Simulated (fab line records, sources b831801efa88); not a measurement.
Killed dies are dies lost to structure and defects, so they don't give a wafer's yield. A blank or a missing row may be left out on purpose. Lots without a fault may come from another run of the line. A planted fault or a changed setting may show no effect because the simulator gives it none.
One fault seen from 2 desks | flow sky130 | each desk has only its own numbers; what lay behind them comes last

THE METROLOGY DESK
What the gauges read, lot by lot, whatever tool the lot ran on: means of the sampled wafers that have a number. A lot is out of limits, marked OUT, if its mean lies more than 4 standard deviations from the usual mean; the brackets give that distance.
Columns: A = PAD_OPEN_BOW at SKY_PAD_OPEN_BOW_MEAS_13, usual 49 um
lot  | first seen here | A
L424 | day 45 11:08    | 38
L425 | day 45 21:42    | 41
L428 | day 47 05:17    | 43
L427 | day 47 07:02    | 48
L426 | day 47 07:29    | 59
L432 | day 47 20:39    | 39
L431 | day 47 23:18    | 46
L433 | day 48 04:41    | 37
L436 | day 48 13:35    | 52
L439 | day 49 04:55    | 55
L440 | day 49 12:14    | 44
L444 | day 50 06:25    | 60
This desk's finding: nothing out of limits on any of the 12 lots.

THE TOOL OWNER'S DESK: pvd_sputter-01
The tool's own readings at SKY_METAL3_SPUTTER_01 (material TiN, target thk 20 nm, time 16.7 s): means of the sampled wafers that have a number, for each lot that ran on this tool. A lot is out of limits, marked OUT, if its mean lies more than 4 standard deviations from the usual mean; the brackets give that distance.
Columns: A = throttle_valve_pct at SKY_METAL3_SPUTTER_01, usual 30.1 %
lot  | first seen here | A
L425 | day 36 09:42    | 29.5
L428 | day 38 04:05    | 30.2
L426 | day 38 04:47    | 30.8
L427 | day 38 05:41    | 31.0
L431 | day 39 00:11    | 30.5
L436 | day 39 17:17    | 30.2
L439 | day 40 16:11    | 30.7
L440 | day 41 01:49    | 31.4
This desk's finding: nothing out of limits on any of the 8 lots.

PUT TOGETHER
The metrology desk saw nothing out of limits.
The tool owner's desk saw nothing out of limits.

WHAT THE SIMULATOR HAD PUT IN
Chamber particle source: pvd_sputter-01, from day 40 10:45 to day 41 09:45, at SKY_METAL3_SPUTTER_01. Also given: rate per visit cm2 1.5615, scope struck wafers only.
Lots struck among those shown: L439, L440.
